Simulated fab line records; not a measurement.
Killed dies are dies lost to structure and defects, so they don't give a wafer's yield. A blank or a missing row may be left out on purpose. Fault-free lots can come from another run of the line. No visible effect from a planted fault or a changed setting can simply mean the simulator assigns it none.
Comparing a struck lot with a sound one :: flow sky130 :: 22 steps out of a route of 708
Sound: wafers L597.1, L597.3, L597.6. Struck: wafer L591.1 (left out: L591.6, a lot-mate that was not struck); the cause follows at the end.
Per side, at each step with rows, come the tool, then ch with its chambers, and then its first start. Under that, the readings that differ: sound wafers :: struck wafers :: difference of the means :: sigmas: that difference in standard deviations of wafers without a fault.
alike: words and numbers the same on both sides, and readings whose means are apart by under 2 such deviations; not compared: readings that were withheld, readings missing a value for some wafer, numbers with overlapping values and no deviation given by the record, and bounds like >300 which may hide the same value.
A row with sigmas, a row that says differs or no value, or rows on one side alone: a step with any of these is where the two part. Numbers that don't overlap but have no deviation are shown without sigmas and don't part them. A reading missing from all wafers of one side parts the sides only when that side holds two or more wafers.

SKY_SD_N_RTA_14: time 2 s.
  sound on rtp-anneal-01 ch 0, day 32 06:10; struck on rtp-anneal-01 ch 0, day 30 17:29
  alike: lamp-power-pct, ramp-down-c-per-s, wafer_temp_C_max
SKY_SD_N_RS_MEAS_16: a four-point-probe measurement.
  sound on film-metro-01, day 32 06:20; struck on film-metro-04, day 30 17:40
  alike: SD_N_RS
SKY_SD_N_RS_MEAS_17: a four-point-probe measurement.
  sound on film-metro-01, day 32 06:28; struck on film-metro-04, day 30 17:47
  alike: SD_P_RS
SKY_SD_N_RS_MEAS_18: a four-point-probe measurement.
  sound on film-metro-01, day 32 06:35; struck on film-metro-04, day 30 17:54
  alike: RES_XHIGH_RS
then, 2 steps without rows for these wafers: SKY_SALICIDE_CLEAN_00 (cleans in HF-last, time 30 s); SKY_LI_CONTACT_HDPCVD_00 (deposits PSG, target thk 930 nm, time 155 s).
SKY_LI_CONTACT_THK_MEAS_01:
  sound on film-metro-03, day 32 06:54; struck on film-metro-01, day 30 18:08
  alike: LI_CONTACT_HDPCVD_THK
SKY_LI_CONTACT_CMP_02: polishes PSG.
  sound on cmp-02 ch 0,1,2, day 32 07:26; struck on cmp-01 ch 1, day 30 18:18
  alike: motor-current-A, platen-rpm, time-to-endpoint-s
SKY_LI_CONTACT_BOW_MEAS_03:
  sound on film-metro-04, day 32 07:44; struck on film-metro-01, day 30 18:30
  alike: LI_CONTACT_BOW
then, 2 steps without rows for these wafers: SKY_LI_CONTACT_DEHYDRATE_04 (time 60 s); SKY_LI_CONTACT_HMDS_05 (prime time 60 s).
SKY_LI_CONTACT_COAT_06: resist thk 60 nm.
  sound on litho-track-04 ch 0, day 32 19:31; struck on litho-track-03 ch 0, day 31 08:07
then, 5 steps without rows for these wafers: SKY_LI_CONTACT_COAT_07 (resist thk 450 nm); SKY_LI_CONTACT_SOFTBAKE_08 (time 90 s); SKY_LI_CONTACT_EXPOSE_09 (exposes mask LICM1, target cd 170 nm); SKY_LI_CONTACT_PEB_10; SKY_LI_CONTACT_DEVELOP_11 (develop time 60 s).
SKY_LI_CONTACT_CD_MEAS_12: target cd 170 nm.
  sound on cd-sem-02, day 33 10:25; struck on cd-sem-01, day 31 21:57
  alike: cd-nm
SKY_LI_CONTACT_OVL_MEAS_13:
  sound on overlay-02, day 33 10:32; struck on overlay-01, day 31 22:04
  alike: LI_CONTACT_OVL
SKY_LI_CONTACT_ETCH_14: etches BARC in N2/H2, stops on SiO2, time 45.9 s, target depth 60 nm.
  sound on rie-diel-01 ch 0,2, day 33 10:35; struck on rie-diel-03 ch 1, day 31 22:07
reading: oes-product-au (a.u.)
sound: 0.863 0.852 0.851
struck: 0.830
difference: -0.025
sigmas: -5

reading: model.etch.depth-nm (nm)
sound: 60.25 60.3 60.11
struck: 56.75
difference: -3.47
sigmas: 
  alike: drypump-motor-current-A, throttle-valve-pct
  not compared: rf-hours-counter-h
SKY_LI_CONTACT_ETCH_15: etches PSG in C4F8/O2/Ar, stops on Si, target depth 600 nm.
  sound on rie-diel-01 ch 0,2, day 33 10:37; struck on rie-diel-03 ch 1, day 31 22:09
  alike: oes-product-au
-- a jump in the record: the struck wafers' starts before and after are 16 days apart (it breaks off in module LI_CONTACT and resumes in module PAD_OPEN, where the first step shown is number 708 of the route) --
SKY_PAD_OPEN_PROBE_99:
  sound on prober-01, day 48 14:17; struck on prober-02, day 47 17:29
reading: killed-at-contacts
sound: 33 30 31
struck: 19
difference: -12
sigmas: -2
  alike: killed_at_M0_to_M3, killed_at_M4_up, killed-at-front-end, killed-at-other, killed-dies, killed-on-rim, killed-open, killed-short

== WHERE THEY PART ==
Last at SKY_PAD_OPEN_PROBE_99 as far as this record goes, first at SKY_LI_CONTACT_ETCH_14.

WHY: the cause the simulator had injected
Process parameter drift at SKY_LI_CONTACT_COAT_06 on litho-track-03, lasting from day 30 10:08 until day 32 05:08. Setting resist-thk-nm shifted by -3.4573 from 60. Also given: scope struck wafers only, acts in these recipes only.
